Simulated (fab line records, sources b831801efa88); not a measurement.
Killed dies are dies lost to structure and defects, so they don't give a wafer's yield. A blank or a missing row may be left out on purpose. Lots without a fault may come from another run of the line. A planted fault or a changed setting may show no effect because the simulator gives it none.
A struck lot beside a sound one | flow sky130 | 14 steps out of a route of 708
Sound: wafers L948.2, L948.5, L948.6. Struck: wafers L947.1, L947.3, L947.6. The cause comes at the end.
At each step with rows: each side's tool, then ch and its chambers, then its first start. Under that, the readings that differ: sound wafers | struck wafers | difference of the means | sigmas: that difference in standard deviations of wafers without a fault.
alike: readings whose means differ by less than 2 such deviations, and words and numbers that are the same on both sides. not compared: withheld readings, readings that some wafer has no value for, bounds like >300 that may hide the same value, and numbers for which the record gives no deviation and whose values overlap.
The two part at a step that has a row with sigmas, a row that says differs or no value, or rows on one side only. Numbers that don't overlap but have no deviation are shown without sigmas and don't part them. A reading that every wafer of one side lacks parts them only if that side has two wafers or more.

first, 3 steps without rows for these wafers: SKY_METAL1_CLEAN_22 (cleans in IPA, time 180 s); SKY_METAL1_CLEAN_23 (cleans in O3/DIW); SKY_VIA1_HDPCVD_00 (deposits SiO2, target thk 1030 nm, time 171.7 s).
SKY_VIA1_THK_MEAS_01:
  sound on film_metro-04, day 35 04:47; struck on film_metro-02, day 34 04:05
  alike: VIA1_HDPCVD_THK
SKY_VIA1_CMP_02: polishes SiO2.
  sound on cmp-02 ch 2,3, day 35 04:50; struck on cmp-02 ch 0,1,3, day 34 04:12
  alike: motor_current_A, platen_rpm
SKY_VIA1_BOW_MEAS_03:
  sound on film_metro-01, day 35 05:09; struck on film_metro-01, day 34 04:27
  alike: VIA1_BOW
then, 6 steps without rows for these wafers: SKY_VIA1_DEHYDRATE_04 (time 60 s); SKY_VIA1_HMDS_05 (prime time 60 s); SKY_VIA1_COAT_06 (resist thk 60 nm); SKY_VIA1_COAT_07 (resist thk 450 nm); SKY_VIA1_SOFTBAKE_08 (time 90 s); SKY_VIA1_EXPOSE_09 (exposes mask VIM, target cd 150 nm).
SKY_VIA1_PEB_10:
  sound on litho_track-04 ch 0, day 36 07:00; struck on litho_track-03, day 35 06:00
  reading         | sound          | struck | difference                    | sigmas
  exhaust_pa (Pa) | 45.8 44.9 46.3 | - - -  | no value on the struck wafers |
  not compared: chill_plate_temp_C
then, 1 step without rows for these wafers: SKY_VIA1_DEVELOP_11 (develop time 60 s).

WHERE THEY PART
Only at SKY_VIA1_PEB_10, within this record.

WHY: what the simulator had put in
Skipped step whole: litho_track-03, from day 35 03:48 on, at SKY_VIA1_PEB_10. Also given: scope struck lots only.
